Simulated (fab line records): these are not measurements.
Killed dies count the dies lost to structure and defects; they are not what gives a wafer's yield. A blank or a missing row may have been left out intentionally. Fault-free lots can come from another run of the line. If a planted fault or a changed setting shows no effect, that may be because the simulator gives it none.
Which of the tools did it? | flow gf180mcu | 14 lots, 42 wafers sampled, at 4 steps of a route of 602

== WHAT EACH GAUGE READ, for each wafer ==
GF_M3_RS_MEAS_05: measurement is done with a four-point probe. Usual: M3_ALCU_RS 0.0697 ohm/sq, standard deviation 0.0009.
lot  | measured     | on            | M3_ALCU_RS (ohm/sq)  | flag
L928 | day 20 07:26 | film metro-04 | 0.0708 0.0700 0.0700 |
L929 | day 20 15:28 | film metro-04 | 0.0684 0.0691 0.0696 |
L931 | day 21 11:15 | film metro-03 | 0.0698 0.0700 0.0692 |
L932 | day 22 06:14 | film metro-04 | 0.0700 0.0703 0.0707 |
L933 | day 22 12:36 | film metro-03 | 0.0693 0.0689 0.0692 |
L934 | day 22 19:24 | film metro-03 | 0.0678 0.0676 0.0680 |
L935 | day 23 02:37 | film metro-04 | 0.0716 0.0706 0.0704 |
L937 | day 24 02:41 | film metro-04 | 0.0686 0.0688 0.0693 |
L938 | day 24 11:38 | film metro-02 | 0.0697 0.0697 0.0695 |
L939 | day 24 18:44 | film metro-02 | 0.0697 0.0700 0.0713 |
L944 | day 26 00:20 | film metro-02 | 0.0695 0.0695 0.0694 |
L948 | day 27 02:23 | film metro-03 | 0.0706 0.0700 0.0695 |
L950 | day 27 16:12 | film metro-02 | 0.0688 0.0690 0.0700 |
L951 | day 28 02:54 | film metro-02 | 0.0708 0.0711 0.0714 |

GF_M3_CD_MEAS_14: the cd target is 280 nm. Usual: cd nm 280.1 nm, standard deviation 0.97.
lot  | measured     | on        | cd nm (nm)        | flag
L928 | day 21 07:23 | cd sem-02 | 280.0 279.9 280.8 |
L929 | day 21 15:52 | cd sem-02 | 278.4 277.9 278.8 |
L931 | day 22 10:31 | cd sem-01 | 281.5 281.0 280.9 |
L932 | day 23 04:44 | cd sem-02 | 281.1 281.4 280.5 |
L933 | day 23 11:32 | cd sem-01 | 282.2 281.6 280.8 |
L934 | day 23 18:19 | cd sem-02 | 280.2 279.9 279.8 |
L935 | day 24 00:28 | cd sem-02 | 279.6 280.2 279.2 |
L937 | day 25 00:44 | cd sem-01 | 278.8 280.1 278.8 |
L938 | day 25 09:19 | cd sem-01 | 280.7 279.6 280.2 |
L939 | day 25 15:26 | cd sem-01 | 281.3 281.8 280.2 |
L944 | day 26 21:19 | cd sem-01 | 279.0 278.1 278.0 |
L948 | day 27 22:08 | cd sem-01 | 278.4 276.5 277.9 |
L950 | day 28 12:12 | cd sem-02 | 279.2 279.5 280.1 |
L951 | day 28 22:07 | cd sem-02 | 279.3 279.7 278.8 |

== WHAT TOOL EACH LOT RAN ON (gives the tool, then ch and the chambers of the sampled wafers, and finally the start) ==
lot  | GF_M3_SPUTTER_00             | GF_M3_SOFTBAKE_10
L928 | pvd sputter-02, day 20 07:13 | litho track-01 ch 0, day 20 19:29
L929 | pvd sputter-02, day 20 15:14 | litho track-01 ch 0, day 21 04:02
L931 | pvd sputter-02, day 21 11:02 | litho track-01 ch 0, day 21 23:02
L932 | pvd sputter-02, day 22 05:57 | litho track-02 ch 0, day 22 17:17
L933 | pvd sputter-04, day 22 12:23 | litho track-02 ch 0, day 23 00:22
L934 | pvd sputter-03, day 22 19:10 | litho track-01 ch 0, day 23 07:34
L935 | pvd sputter-02, day 23 02:22 | litho track-03 ch 0, day 23 13:51
L937 | pvd sputter-04, day 24 02:28 | litho track-01 ch 0, day 24 13:47
L938 | pvd sputter-03, day 24 11:23 | litho track-03 ch 0, day 24 22:09
L939 | pvd sputter-04, day 24 18:31 | litho track-01 ch 0, day 25 04:59
L944 | pvd sputter-02, day 26 00:05 | litho track-01 ch 0, day 26 10:46
L948 | pvd sputter-03, day 27 02:08 | litho track-01 ch 0, day 27 11:58
L950 | pvd sputter-03, day 27 15:56 | litho track-03 ch 0, day 28 02:40
L951 | pvd sputter-02, day 28 02:41 | litho track-03 ch 0, day 28 12:25
- GF_M3_SPUTTER_00: material Ti, target thk 37.5 nm, time 150 s.
- GF_M3_SOFTBAKE_10: time 60 s.

== AS READ BY THE TOOLS THEMSELVES (means over the sampled wafers that have a number; for cases with no such wafer, the mark the record gives instead) ==
GF_M3_SPUTTER_00. Usual: throttle valve pct 30.1 %, standard deviation 0.79.
lot  | tool           | throttle valve pct (%) | flag
L928 | pvd sputter-02 | 29.9                   |
L929 | pvd sputter-02 | 29.9                   |
L931 | pvd sputter-02 | 29.6                   |
L932 | pvd sputter-02 | 29.7                   |
L933 | pvd sputter-04 | 31.6                   |
L934 | pvd sputter-03 | 30.1                   |
L935 | pvd sputter-02 | 29.5                   |
L937 | pvd sputter-04 | 31.5                   |
L938 | pvd sputter-03 | 29.9                   |
L939 | pvd sputter-04 | 31.2                   |
L944 | pvd sputter-02 | 29.9                   |
L948 | pvd sputter-03 | 29.6                   |
L950 | pvd sputter-03 | 29.4                   |
L951 | pvd sputter-02 | 29.7                   |

GF_M3_SOFTBAKE_10. Usual: run length s 89.27 s, standard deviation 0.15.
lot  | tool           | run length s (s) | flag
L928 | litho track-01 | 89.21            |
L929 | litho track-01 | 89.19            |
L931 | litho track-01 | 89.05            |
L932 | litho track-02 | 89.24            |
L933 | litho track-02 | 89.13            |
L934 | litho track-01 | 89.31            |
L935 | litho track-03 | 89.32            |
L937 | litho track-01 | 89.17            |
L938 | litho track-03 | 89.28            |
L939 | litho track-01 | 89.16            |
L944 | litho track-01 | 100.43           | OFF
L948 | litho track-01 | 100.31           | OFF
L950 | litho track-03 | 89.36            |
L951 | litho track-03 | 89.43            |

== THE ANSWER, worked out from the rows above alone ==
Rule: a lot is off if the mean of its wafers that have a number lies more than 3 standard deviations from the usual mean. Also off: a lot with no number at a reading for which 4 or more lots have one. Where the step has rows for the other lots, those lots are counted as sound. First the gauges in route order, then the tools' own readings, where a lot's mean is used as printed above. At the first step where some lot is off, the reading lying furthest off is the one used; lots without a number count as furthest.
Off: L944, L948 (GF_M3_SOFTBAKE_10, run length s).
A tool fits if, at that step or a process step before it, it ran every lot that is off, and no sound lot after the first of them. One candidate fits, namely litho track-01 at GF_M3_SOFTBAKE_10. A fault onset in the window from L939 (day 25 04:59, its last sound lot) to L944 (day 26 10:46, its first lot off) fits.
The tool's own readings at GF_M3_SOFTBAKE_10 bear it out: on the lots that are off they differ by more than 5 times the standard deviation of the sound lots' means. run length s reads 100.37 s there against 89.24 s on the sound lots.

== WHAT THE SIMULATOR HAD PUT IN ==
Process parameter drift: litho track-01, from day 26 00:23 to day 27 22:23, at GF_M3_SOFTBAKE_10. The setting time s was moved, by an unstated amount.
Struck lots among those shown: L944, L948. The rule given above showed the same thing.
